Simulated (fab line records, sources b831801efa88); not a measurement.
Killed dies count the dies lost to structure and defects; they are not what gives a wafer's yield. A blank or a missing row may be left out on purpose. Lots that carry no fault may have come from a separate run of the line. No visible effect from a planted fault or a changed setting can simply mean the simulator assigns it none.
One fault seen from 2 desks || flow gf180mcu || each desk holds nothing but its own numbers, with what lay behind them at the end

== AT THE METROLOGY DESK ==
Means of the sampled wafers that have a number, per lot and without regard to the tool the lot ran on: this is what the gauges read. A lot is out of limits, marked OUT, if its mean lies more than 4 standard deviations from the usual mean; the brackets give that distance. 7 of its 9 readings are shown, namely those furthest out on some lot.
Columns: A = cd-nm at GF_M1_CD_MEAS_14, usual 230.1 nm; B = V1_CVD_00_THK at GF_V1_THK_MEAS_01, usual 601 nm; C = V1_CVD_02_THK at GF_V1_THK_MEAS_03, usual 847 nm; D = V1_BOW at GF_V1_BOW_MEAS_05, usual 81 um; E = cd-nm at GF_V1_CD_MEAS_14, usual 259.7 nm; F = V1_W_RS at GF_V1_RS_MEAS_24, usual 0.328 ohm/sq; G = V1_W_THK at GF_V1_THK_MEAS_25, usual 351 nm
{"lot": "L586", "first seen here": "day 17 16:37", "A": 231.6, "B": 600, "C": 847, "D": 86, "E": 259.9, "F": 0.326, "G": 353}
{"lot": "L599", "first seen here": "day 22 10:14", "A": 229.9, "B": 597, "C": 840, "D": 82, "E": 260.8, "F": 0.328, "G": 353}
{"lot": "L600", "first seen here": "day 22 17:25", "A": 231.6, "B": 605, "C": 844, "D": 91, "E": 259.1, "F": 0.332, "G": 344}
{"lot": "L601", "first seen here": "day 22 22:14", "A": 231.3, "B": 595, "C": 847, "D": 85, "E": 262.0, "F": 0.326, "G": 355}
{"lot": "L602", "first seen here": "day 23 05:43", "A": 229.5, "B": 600, "C": 851, "D": 82, "E": 258.7, "F": 0.328, "G": 347}
{"lot": "L608", "first seen here": "day 25 13:25", "A": 231.1, "B": 594, "C": 836, "D": 75, "E": 259.0, "F": 0.330, "G": 349}
Result from this desk: across the 6 lots, nothing is out of limits.

== TOOL OWNER'S DESK, cmp-01 ==
The tool's own readings at GF_V1_CMP_04 (polishes SiO2): means of the sampled wafers that have a number, for each lot that ran on this tool. A lot is out of limits, marked OUT, if its mean lies more than 4 standard deviations from the usual mean; the brackets give that distance.
Columns: A = motor-current-A at GF_V1_CMP_04, usual 12.1 A; B = platen-rpm at GF_V1_CMP_04, usual 60.00 rpm; C = time-to-endpoint-s at GF_V1_CMP_04, usual 79 s
{"lot": "L586", "first seen here": "day 17 17:38", "A": 12.4, "B": 60.00, "C": 75}
{"lot": "L600", "first seen here": "day 22 18:40", "A": 13.1, "B": 60.00, "C": "58 (-4.2) OUT"}
{"lot": "L601", "first seen here": "day 22 23:20", "A": 13.1, "B": 60.03, "C": "41 (-7.7) OUT"}
{"lot": "L608", "first seen here": "day 25 14:29", "A": 12.5, "B": 60.00, "C": 77}
Finding of this desk: L600, L601 out of limits; the first was L600 at day 22 18:40, on time-to-endpoint-s at GF_V1_CMP_04. L586, L608: within limits.

== TAKEN TOGETHER ==
On L600, L601, at day 22 18:40, an alarm was possible from the tool owner's desk.
The metrology desk saw nothing out of limits.
The metrology desk has L600, L601 on record, within its limits.
All the named lots went through GF_V1_CMP_04 on cmp-01.

== WHAT HAD BEEN PUT IN BY THE SIMULATOR ==
cmp-01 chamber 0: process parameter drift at GF_V1_CMP_04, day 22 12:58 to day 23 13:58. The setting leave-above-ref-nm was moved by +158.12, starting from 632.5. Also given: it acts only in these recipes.
Struck lots among those shown: L600, L601.
How many hours passed from the start of the fault until each desk's first out-of-limits reading: the tool owner's desk, 6.
